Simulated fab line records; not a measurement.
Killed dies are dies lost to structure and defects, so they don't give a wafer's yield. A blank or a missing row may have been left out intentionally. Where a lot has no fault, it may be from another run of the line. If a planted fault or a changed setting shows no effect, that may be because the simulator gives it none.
Which tool was responsible?    flow sky130    24 lots with 72 wafers sampled at 6 steps, on a route of 708 steps

## WHAT THE GAUGES READ, wafer by wafer
SKY_FIELD_ISO_THK_MEAS_04.
lot   measured     on            FIELD_ISO_CVD_03_THK (nm)
L074  day 1 15:53  filmMetro-03  164.8 164.3 164.3
L075  day 1 19:09  filmMetro-03  163.5 164.6 165.9
L076  day 2 01:57  filmMetro-02  165.3 165.6 165.0
L077  day 2 04:29  filmMetro-04  166.0 166.9 166.1
L078  day 2 09:50  filmMetro-03  165.0 164.2 165.6
L079  day 2 15:07  filmMetro-04  164.7 164.1 163.7
L080  day 2 19:30  filmMetro-04  165.8 164.4 165.0
L081  day 3 03:03  filmMetro-03  165.7 166.8 165.8
L082  day 3 06:36  filmMetro-04  162.8 162.9 161.1
L083  day 3 11:06  filmMetro-03  165.5 164.5 167.3
L084  day 3 18:00  filmMetro-03  165.0 165.0 163.9
L085  day 3 22:56  filmMetro-02  166.3 166.3 164.0
L086  day 4 03:07  filmMetro-04  164.3 165.9 165.3
L087  day 4 06:58  filmMetro-03  163.1 165.0 165.0
L088  day 4 11:53  filmMetro-03  165.4 166.0 166.2
L089  day 4 16:31  filmMetro-03  164.0 167.0 166.2
L090  day 4 22:30  filmMetro-03  164.1 162.4 164.2
L091  day 5 02:58  filmMetro-03  167.4 167.7 167.2
L092  day 5 08:49  filmMetro-04  165.3 164.0 163.9
L093  day 5 15:34  filmMetro-02  163.6 166.0 163.9
L094  day 5 19:55  filmMetro-02  165.1 163.9 163.1
L095  day 5 22:49  filmMetro-04  165.1 166.0 165.9
L096  day 6 03:47  filmMetro-04  165.1 164.9 164.6
L097  day 6 10:00  filmMetro-02  166.0 166.0 165.5

SKY_VT_ADJUST_HVTR_OVL_MEAS_08.
lot   measured      on          VT_ADJUST_HVTR_OVL (nm)
L074  day 9 12:10   overlay-02  0.2 -0.1 -1.3
L075  day 9 12:28   overlay-02  -2.0 -2.5 -0.7
L076  day 10 05:31  overlay-01  3.8 2.7 3.2
L077  day 10 07:58  overlay-02  1.5 0.6 0.3
L078  day 10 21:16  overlay-02  2.6 1.3 1.3
L079  day 11 10:38  overlay-02  0.7 0.0 -0.3
L080  day 11 12:28  overlay-01  1.8 3.5 2.8
L081  day 11 20:40  overlay-02  -1.2 -0.8 0.2
L082  day 11 23:16  overlay-01  3.3 2.7 1.7
L083  day 12 02:16  overlay-02  -1.2 -0.7 -0.5
L084  day 12 16:28  overlay-01  2.3 1.6 2.4
L085  day 12 23:47  overlay-01  3.2 2.3 3.7
L086  day 13 05:04  overlay-02  -1.6 -0.9 -0.9
L087  day 13 15:01  overlay-01  1.4 0.1 0.6
L088  day 14 06:46  overlay-02  1.0 0.2 -0.3
L089  day 14 06:05  overlay-01  0.3 0.6 2.8
L090  day 14 12:46  overlay-01  0.6 1.0 1.4
L091  day 14 18:58  overlay-02  0.3 -1.0 0.9
L092  day 14 21:59  overlay-02  1.1 0.8 0.6
L093  day 15 11:38  overlay-01  2.2 2.5 1.1
L094  day 15 19:58  overlay-02  -1.2 -0.5 -0.1
L095  day 15 20:58  overlay-02  0.3 1.7 1.3
L096  day 16 02:55  overlay-02  0.5 0.7 0.9
L097  day 16 17:31  overlay-01  1.6 2.2 0.4

SKY_POLY_GATE_CD_MEAS_13: the cd target is 150 nm.
lot   measured      on        cdNm (nm)
L074  day 16 10:50  cdSem-01  151.8 151.4 150.3
L075  day 16 09:08  cdSem-01  150.4 151.6 152.2
L076  day 17 04:44  cdSem-02  148.4 148.9 148.2
L077  day 17 09:05  cdSem-02  148.3 147.6 146.5
L078  day 18 03:07  cdSem-02  151.2 151.2 150.6
L079  day 18 23:45  cdSem-02  151.2 150.8 150.7
L080  day 18 23:40  cdSem-01  149.2 148.1 147.5
L081  day 19 08:55  cdSem-01  146.7 146.9 147.2
L082  day 19 13:07  cdSem-01  149.7 149.7 150.7
L083  day 19 20:35  cdSem-02  152.8 154.1 152.6
L084  day 20 05:25  cdSem-02  150.3 149.2 150.4
L085  day 21 01:52  cdSem-02  149.2 149.5 148.5
L086  day 21 02:52  cdSem-01  147.8 148.0 147.1
L087  day 21 19:58  cdSem-02  150.4 150.6 151.3
L088  day 22 04:47  cdSem-02  148.7 149.1 149.1
L089  day 22 05:30  cdSem-01  151.6 151.6 151.2
L090  day 22 16:35  cdSem-01  149.6 148.9 149.7
L091  day 22 19:59  cdSem-01  150.8 151.5 150.2
L092  day 22 23:54  cdSem-01  152.1 152.2 151.4
L093  day 23 14:56  cdSem-01  150.4 150.8 151.1
L094  day 23 23:34  cdSem-01  151.3 151.7 150.2
L095  day 24 00:40  cdSem-02  148.4 148.1 150.0
L096  day 24 07:38  cdSem-02  151.1 150.2 150.5
L097  day 24 20:29  cdSem-01  148.4 149.5 149.1

SKY_LI_CONTACT_OVL_MEAS_13.
lot   measured      on          LI_CONTACT_OVL (nm)
L074  day 29 02:25  overlay-01  13 3 10
L075  day 29 01:10  overlay-01  -2 0 1
L076  day 29 19:28  overlay-01  -5 -2 -1
L077  day 29 22:46  overlay-02  7 2 -2
L078  day 30 14:07  overlay-01  2 3 -3
L079  day 31 15:56  overlay-01  -1 4 1
L080  day 31 13:53  overlay-02  0 3 2
L081  day 31 19:46  overlay-01  0 6 3
L082  day 31 21:55  overlay-01  -3 1 -2
L083  day 32 04:31  overlay-02  -3 -5 -2
L084  day 32 08:31  overlay-02  -5 -3 0
L085  day 33 02:31  overlay-01  1 6 3
L086  day 33 03:31  overlay-02  -1 -1 -3
L087  day 33 17:43  overlay-02  -2 -3 3
L088  day 34 01:07  overlay-01  0 1 -2
L089  day 34 03:35  overlay-01  2 2 3
L090  day 34 13:58  overlay-01  2 3 8
L091  day 34 15:44  overlay-01  1 9 5
L092  day 34 18:24  overlay-01  0 -1 9
L093  day 35 08:58  overlay-01  3 5 4
L094  day 35 16:49  overlay-01  3 0 0
L095  day 35 18:07  overlay-02  -4 1 2
L096  day 35 23:38  overlay-01  2 2 7
L097  day 36 09:58  overlay-02  4 0 -3

SKY_VIA1_OVL_MEAS_13.
lot   measured      on          VIA1_OVL (nm)
L074  day 33 16:34  overlay-01  2 -4 -8
L075  day 33 15:17  overlay-01  2 6 0
L076  day 34 10:43  overlay-02  -12 -12 -12
L077  day 34 15:04  overlay-01  1 3 -2
L078  day 35 08:55  overlay-02  19 14 14
L079  day 36 06:26  overlay-02  -7 -3 0
L080  day 36 04:15  overlay-01  -6 -8 0
L081  day 36 12:49  overlay-01  4 11 3
L082  day 36 14:37  overlay-02  6 6 8
L083  day 36 20:01  overlay-02  -8 -3 0
L084  day 37 00:16  overlay-01  -2 -1 7
L085  day 37 16:20  overlay-02  -1 -1 3
L086  day 37 20:49  overlay-01  0 -9 -5
L087  day 38 08:16  overlay-02  -2 3 7
L088  day 38 14:55  overlay-02  5 6 9
L089  day 38 16:53  overlay-02  0 3 0
L090  day 39 03:16  overlay-01  1 -6 2
L091  day 39 05:44  overlay-02  8 12 9
L092  day 39 09:02  overlay-01  11 4 7
L093  day 39 19:19  overlay-01  5 0 -2
L094  day 40 03:28  overlay-02  3 -1 -2
L095  day 40 04:31  overlay-01  8 6 3
L096  day 40 09:10  overlay-02  -7 -4 3
L097  day 40 18:05  overlay-01  15 3 7

SKY_METAL3_CD_MEAS_13: the cd target is 300 nm.
lot   measured      on        cdNm (nm)
L074  day 38 06:30  cdSem-02  302.0 300.2 299.9
L075  day 38 05:11  cdSem-02  302.3 301.2 301.7
L076  day 38 22:20  cdSem-01  300.2 299.4 299.6
L077  day 39 03:37  cdSem-01  300.7 300.0 302.0
L078  day 39 19:22  cdSem-02  302.4 302.2 301.8
L079  day 40 15:24  cdSem-02  301.2 300.4 301.2
L080  day 40 14:02  cdSem-01  301.0 301.2 299.4
L081  day 40 21:40  cdSem-01  299.1 297.7 299.1
L082  day 40 23:07  cdSem-02  299.0 298.1 300.6
L083  day 41 04:23  cdSem-01  301.0 299.3 299.0
L084  day 41 07:16  cdSem-02  301.2 301.2 299.8
L085  day 42 00:17  cdSem-01  297.7 297.3 295.3
L086  day 42 05:43  cdSem-01  300.1 298.5 299.4
L087  day 42 16:20  cdSem-02  301.6 301.9 301.5
L088  day 42 19:50  cdSem-01  300.8 300.5 301.9
L089  day 42 20:45  cdSem-01  299.9 300.1 301.0
L090  day 43 10:05  cdSem-02  301.0 300.9 301.1
L091  day 43 10:31  cdSem-02  300.3 299.6 299.2
L092  day 43 14:03  cdSem-01  297.9 297.6 296.8
L093  day 43 21:41  cdSem-02  300.4 300.3 300.5
L094  day 44 06:07  cdSem-02  302.1 300.1 299.5
L095  day 44 08:17  cdSem-02  300.3 299.7 300.1
L096  day 44 11:14  cdSem-01  298.4 298.7 298.8
L097  day 44 18:02  cdSem-02  300.1 299.4 299.1

## TOOL THAT RAN EACH LOT (tool first, then ch and the chambers of the sampled wafers, then the start)
The record holds no process step before these readings.

## WHAT THE TOOLS THEMSELVES READ (means of the sampled wafers that have a number; where no wafer has one, the mark that the record gives instead)
The record holds no such reading with a usual standard deviation.

## THE ANSWER, worked out from the rows above alone
Rule: the lots themselves supply what counts as usual. Put in order of their means at a reading, lots are off if they are a third of the lots or fewer, leave a main group of 4 or more, and stand apart from it by a gap of 3 or more times the standard deviation of the main group's means; of several such gaps the widest counts. If all means in a main group match to the digits the tables above print for the reading, that group is not used. Also off: a lot with no number at a reading for which 4 or more lots have one. Where the step has rows for the other lots, those lots are counted as sound. Order of review: gauges by route order, followed by the tools' own readings, for which a lot's mean as printed above is used. At the first step where some lot is off, the reading lying furthest off is the one used; lots without a number count as furthest.
Across all readings shown, no lot is off: no conclusion can be drawn from this.

## WHAT THE SIMULATOR HAD INSERTED
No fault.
